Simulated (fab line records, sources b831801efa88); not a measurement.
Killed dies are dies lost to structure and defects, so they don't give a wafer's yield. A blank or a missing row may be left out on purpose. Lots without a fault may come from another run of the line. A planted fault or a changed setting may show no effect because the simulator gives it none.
Chamber matching | flow sky130 | SKY_LI_CONTACT_CMP_24 on cmp-01: 4 sister chambers
The step polishes, stops on PSG, t overpolish 20 s, target thk 0 nm. 7 wafers are shown with their chamber, then 7 later ones without.

WAFERS WITH THEIR CHAMBER
wafer  | chamber | motor_current_A (A) | time_to_endpoint_s (s)
L911.2 | 3       | 10.0                | 92
L913.1 | 1       | 11.7                | 93
L913.6 | 1       | 11.1                | 92
L916.3 | 2       | 13.8                | 99
L916.6 | 3       | 10.2                | 95
L917.1 | 0       | 11.2                | 99
L917.5 | 0       | 11.7                | 103

WAFERS WITHOUT THEIR CHAMBER
wafer  | motor_current_A (A) | time_to_endpoint_s (s)
L917.6 | 11.5                | 98
L924.1 | 10.2                | 100
L924.5 | 11.6                | 103
L924.6 | 10.1                | 97
L925.1 | 11.2                | 95
L925.4 | 11.1                | 96
L925.5 | 12.7                | 101

WHICH CHAMBER EACH WENT THROUGH
wafer  | from the rows above          | in truth
L917.6 | can't be placed: 0 or 1      | 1
L924.1 | can't be placed: 3 or 0 or 1 | 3
L924.5 | 0                            | 0
L924.6 | 3                            | 3
L925.1 | can't be placed: 1 or 0      | 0
L925.4 | can't be placed: 1 or 0 or 3 | 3
L925.5 | can't be placed: 2 or 0      | 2
Placed correctly: 2 of 7. Can't be placed from these rows: 5 (the true chamber is among the candidates in 5). Placed wrongly: 0.
How it was worked out, from the rows above alone: a wafer's distance from a chamber is the root of the sum, over the readings, of the square of ((its reading less the chamber's mean) divided by the reading's scatter). The wafer belongs to the nearest chamber; if the next one is less than 2 further off, it can't be placed. A chamber's mean is the mean of its shown wafers. The scatter: the root of (the sum of the squares of (reading less its chamber's mean) over the shown wafers, divided by (wafers less chambers)).
